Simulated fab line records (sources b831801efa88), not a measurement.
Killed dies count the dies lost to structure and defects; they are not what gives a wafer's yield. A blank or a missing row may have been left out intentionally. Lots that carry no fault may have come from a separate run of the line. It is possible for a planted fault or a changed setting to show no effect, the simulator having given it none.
Comparing a struck lot with a sound one    flow sky130    23 steps out of a route of 708
Sound: these wafers, L536.1, L536.2, L536.5. Struck: wafers L546.1, L546.3, L546.5. The cause comes at the end.
Per side, at each step with rows, come the tool, then ch with its chambers, and then its first start. Under that, the readings that differ: sound wafers    struck wafers    difference of the means    sigmas: that difference in standard deviations of wafers without a fault.
alike: words and numbers the same on both sides, and readings whose means are apart by under 2 such deviations; not compared: readings that were withheld, readings missing a value for some wafer, numbers with overlapping values and no deviation given by the record, and bounds like >300 which may hide the same value.
The two part at a step that has a row with sigmas, a row that says differs or no value, or rows on one side only. Numbers that have no deviation but don't overlap get no sigmas and don't part them. Lack of a reading on every wafer of one side parts them only where that side has two or more wafers.

first, 1 step without rows for these wafers: SKY_SONOS_ONO_DEVELOP_12 (develop time 60 s).
SKY_SONOS_ONO_CD_MEAS_13: the cd target is 410 nm.
  struck on cd-sem-01, day 16 21:01; sound on cd-sem-01, day 13 15:13
  alike: cd-nm
SKY_SONOS_ONO_OVL_MEAS_14:
  struck on overlay-02, day 16 21:08; sound on overlay-01, day 13 15:20
  alike: SONOS_ONO_OVL
SKY_SONOS_ONO_ETCH_15: etches the open film in CHF3/O2, target depth 19.52 nm, time 7.8 s.
  sound on rie-diel-01 ch 1,2, day 13 15:23; struck on rie-diel-04 ch 0,1,2, day 16 21:11
  alike: drypump-motor-current-A, oes-product-au, throttle-valve-pct
  not compared: rf-hours-counter-h
then, 1 step without rows for these wafers: SKY_SONOS_ONO_WET_ETCH_16 (etches SiO2 in dHF, target depth 14 nm, time 280 s).
SKY_SONOS_ONO_STRIP_17: strips in O2/N2.
  sound on plasma-asher-02 ch 0,1, day 13 15:29; struck on plasma-asher-04 ch 0,1, day 16 21:17
  alike: drypump-motor-current-A, oes-product-au, strip-time-to-endpoint-s
  not compared: rf-hours-counter-h
then, 3 steps without rows for these wafers: SKY_SONOS_ONO_WET_ETCH_18 (etches Si3N4 in H3PO4, target depth 15 nm, time 172 s); SKY_GATE_OXIDE_CLEAN_00 (cleans in SC1/SC2, time 150 s); SKY_GATE_OXIDE_OXIDATION_01 (stabilise 600 s, purge 300 s, target thk 10.268 nm).
SKY_GATE_OXIDE_THK_MEAS_02:
  struck on film-metro-02, day 17 00:36; sound on film-metro-03, day 13 17:07
reading                           sound              struck          difference  sigmas
GATE_OXIDE_OXIDATION_00_THK (nm)  10.34 10.40 10.34  9.79 9.98 9.77  -0.51       -2
then, 2 steps without rows for these wafers: SKY_GATE_OXIDE_DEHYDRATE_03 (time 60 s); SKY_GATE_OXIDE_HMDS_04 (prime time 60 s).
SKY_GATE_OXIDE_COAT_05: resist thk 1140 nm.
  sound on litho-track-04 ch 0, day 14 06:02; struck on litho-track-03 ch 0, day 17 14:37
reading                                          sound           struck          difference  sigmas
exhaust-pa (Pa)                                  46.2 47.1 45.4  43.3 45.4 44.2  -1.9        -2
model.NOVOLAK_of_GATE_OXIDE_COAT_05.thk-nm (nm)  1141 1141 1139  1070 1070 1068  -71         
then, 3 steps without rows for these wafers: SKY_GATE_OXIDE_SOFTBAKE_06 (time 60 s); SKY_GATE_OXIDE_EXPOSE_07 (exposes mask LVOM, target cd 600 nm); SKY_GATE_OXIDE_PEB_08.
SKY_GATE_OXIDE_DEVELOP_09: develop time 60 s.
  sound on litho-track-04 ch 0, day 14 19:14; struck on litho-track-04 ch 0, day 18 05:44
reading                                          sound           struck          difference  sigmas
model.NOVOLAK_of_GATE_OXIDE_COAT_05.thk-nm (nm)  1140 1141 1138  1069 1069 1067  -71         
  alike: exhaust-pa
SKY_GATE_OXIDE_OVL_MEAS_10:
  struck on overlay-02, day 18 05:53; sound on overlay-02, day 14 19:23
reading              sound         struck          difference  sigmas
GATE_OXIDE_OVL (nm)  0.1 -2.1 1.2  -4.9 -3.8 -3.5  -3.8        -2
then, 2 steps without rows for these wafers: SKY_GATE_OXIDE_IMPLANT_11; SKY_GATE_OXIDE_WET_ETCH_12 (etches SiO2 in dHF, target depth 16.8 nm, time 336 s).
SKY_GATE_OXIDE_STRIP_13: strips in O2/N2.
  sound on plasma-asher-03 ch 0,1, day 14 19:41; struck on plasma-asher-01 ch 0,1, day 18 06:11
reading                       sound              struck             difference  sigmas
strip-time-to-endpoint-s (s)  14.18 14.19 14.17  13.35 13.35 13.33  -0.84       -23
  alike: drypump-motor-current-A, oes-product-au
  not compared: rf-hours-counter-h
SKY_GATE_OXIDE_TW_MEAS_14:
  struck on film-metro-02, day 18 06:17; sound on film-metro-04, day 14 19:47
  alike: GATE_OXIDE_TW
-- a jump in the record: the struck wafers' starts before and after are 31 days apart (it breaks off in module GATE_OXIDE and resumes in module PAD_OPEN, where the first step shown is number 708 of the route) --
SKY_PAD_OPEN_PROBE_99:
  struck on prober-02, day 48 21:16; sound on prober-02, day 46 11:50
  alike: killed_at_M0_to_M3, killed_at_M4_up, killed-at-contacts, killed-at-front-end, killed-at-other, killed-dies, killed-open, killed-short

== WHERE THEY PART ==
At SKY_GATE_OXIDE_THK_MEAS_02 first; at SKY_GATE_OXIDE_STRIP_13 last (within this record only). Later steps at which nothing parts them and some readings are alike: SKY_GATE_OXIDE_TW_MEAS_14, SKY_PAD_OPEN_PROBE_99.

WHY: what the simulator had put in
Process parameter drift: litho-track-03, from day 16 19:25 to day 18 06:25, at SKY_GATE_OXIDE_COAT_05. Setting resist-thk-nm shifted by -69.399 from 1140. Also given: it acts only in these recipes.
